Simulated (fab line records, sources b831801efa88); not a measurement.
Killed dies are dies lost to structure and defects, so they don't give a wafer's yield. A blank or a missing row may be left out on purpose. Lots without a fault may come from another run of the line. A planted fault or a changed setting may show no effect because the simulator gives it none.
Problem report in the 8D (eight disciplines) form, filled by code | flow sfq_line | the parts of the form that need people (team, actions taken, sign-off) are left out

1. THE PROBLEM
M0_NB_RS at SFQ_M0_RS_MEAS_904 reads a mean of 0.694 ohm/sq on 2 wafers of 2 lots; wafers without a fault read 0.888 ohm/sq with a standard deviation of 0.0093. That is -21 standard deviations from the usual mean.
The step: measures by four-point-probe.
First seen on wafer L669.1, day 7 05:13, on film_metro-04. The record holds 40 wafers of 14 lots with a number at this step. Rule for "out", or "out of limits": more than 4 standard deviations from the usual mean. The other wafers with a number count as sound.

2. WHAT IT IS AND WHAT IT IS NOT
question                    | is                           | is not
which readings at this step | M0_NB_RS                     | -
which lots                  | L669, L670                   | L659, L660, L661, L662, L663, L664, L665, L666, L667, L668, L679, L681
which wafers of those lots  | L669.1, L670.3               | L669.4, L670.4
read on which gauges        | film_metro-02, film_metro-04 | film_metro-03
when                        | from day 7 05:13             | up to then (31 sound wafers); but 7 sound wafers of L670, L679, L681 came after

3. SUSPECTS, AND WHAT RULES EACH OUT
Counting: a tool at a process step up to the reading stays a suspect if it ran every lot that is out. Sound lots after the first of them don't rule it out here, since some wafers of a struck lot are sound.
- the gauge at SFQ_M0_RS_MEAS_904: ruled out. The wafers that are out were read on 2 gauges (film_metro-02, film_metro-04).
- pvd_sputter-05 at SFQ_TRILAYER_M0_DEP_SPUTTER_019 (material Nb, target thk 200 nm, time 133.3 s): kept. It ran every lot that is out, first L669 (day 7 05:08); its last sound lot up to then is L668 (day 6 20:46).
Left after counting: pvd_sputter-05 at SFQ_TRILAYER_M0_DEP_SPUTTER_019.

4. THE CAUSE (what the simulator had put in)
Process parameter drift: pvd_sputter-05, from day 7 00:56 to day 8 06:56, at SFQ_TRILAYER_M0_DEP_SPUTTER_019. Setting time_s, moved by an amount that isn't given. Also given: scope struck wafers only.
Counting left only this tool.

5. THE CHAIN OF EFFECTS, in route order
Each row: a reading whose mean over the struck wafers that have a number lies more than 3 standard deviations from the usual. Only readings for which the record gives a usual standard deviation are gone through. hours: the time from each lot's start at the first step in this table that gives one to its start at this step, as a median over the lots. sigmas: the change in usual standard deviations.
hours | step                                | reading        | usual        | on struck wafers | change | sigmas
0     | SFQ_M0_RS_MEAS_904                  | M0_NB_RS       | 0.888 ohm/sq | 0.694            | -0.194 | -21
71    | SFQ_TRILAYER_M0_ETCH_METAL_ETCH_024 | oes_product_au | 0.896 a.u.   | 0.996            | +0.100 | +14
The process steps in it:
- SFQ_TRILAYER_M0_ETCH_METAL_ETCH_024: etches Nb in Cl2/Ar, stops on SiO2, target depth 240 nm, time 120 s.

6. WHAT WOULD HAVE CAUGHT IT SOONER
In this record the first reading out of limits at a measuring or inspecting step was taken at day 7 05:13, 4 hours after the fault began at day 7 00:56.
Of the tool readings at SFQ_TRILAYER_M0_DEP_SPUTTER_019 for which the record gives a usual standard deviation, none was out on any struck wafer, so an alarm limit of 4 standard deviations on them would not have fired.
Of the lots that are out (2), L670 began SFQ_TRILAYER_M0_DEP_SPUTTER_019 on pvd_sputter-05 after day 7 05:13. A hold on the tool at that time would have spared it.
